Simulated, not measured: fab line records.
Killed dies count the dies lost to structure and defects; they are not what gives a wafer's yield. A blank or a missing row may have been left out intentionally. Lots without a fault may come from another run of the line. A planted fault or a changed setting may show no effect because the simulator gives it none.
What tool caused it? -- flow sky130 -- 12 lots, 36 wafers sampled, at 1 step of a route of 708

== WHAT THE GAUGES SHOWED, per wafer ==
SKY_CAP2M_THK_MEAS_04: measures by xrf. Usual: CAP2M_TIN_THK typically reads 202 nm, with standard deviation 3.4.
lot,measured,on,CAP2M_TIN_THK (nm),flag
L267,day 40 06:51,film-metro-01,198 197 200,
L268,day 40 07:58,film-metro-01,198 202 198,
L269,day 40 08:38,film-metro-04,199 200 194,
L271,day 41 04:53,film-metro-03,207 205 207,
L270,day 41 06:16,film-metro-01,201 204 202,
L272,day 41 15:05,film-metro-03,205 201 198,
L274,day 41 23:54,film-metro-01,200 199 200,
L276,day 42 09:43,film-metro-01,200 201 201,
L277,day 42 13:23,film-metro-03,205 203 205,
L278,day 42 22:26,film-metro-03,202 198 202,
L279,day 43 07:25,film-metro-03,206 209 204,
L286,day 45 03:24,film-metro-03,205 202 199,

== TOOL THAT RAN EACH LOT (tool first, then ch and the chambers of the sampled wafers, then the start) ==
There is no process step in the record ahead of these readings.

== AS READ BY THE TOOLS THEMSELVES (means over the sampled wafers that have a number; for cases with no such wafer, the mark the record gives instead) ==
The record holds no such reading with a usual standard deviation.

== THE ANSWER, worked out from the rows above alone ==
Rule: take the mean of a lot's wafers that have a number; if it is more than 3 standard deviations from the usual mean, the lot is off. Also off: a lot with no number at a reading for which 4 or more lots have one. The other lots that the step has rows for count as sound. Order of review: gauges by route order, followed by the tools' own readings, for which a lot's mean as printed above is used. At the first step where some lot is off, the reading lying furthest off is the one used; lots without a number count as furthest.
Nothing can be told from this: no lot is off at any reading shown.

== WHAT THE SIMULATOR PUT IN ==
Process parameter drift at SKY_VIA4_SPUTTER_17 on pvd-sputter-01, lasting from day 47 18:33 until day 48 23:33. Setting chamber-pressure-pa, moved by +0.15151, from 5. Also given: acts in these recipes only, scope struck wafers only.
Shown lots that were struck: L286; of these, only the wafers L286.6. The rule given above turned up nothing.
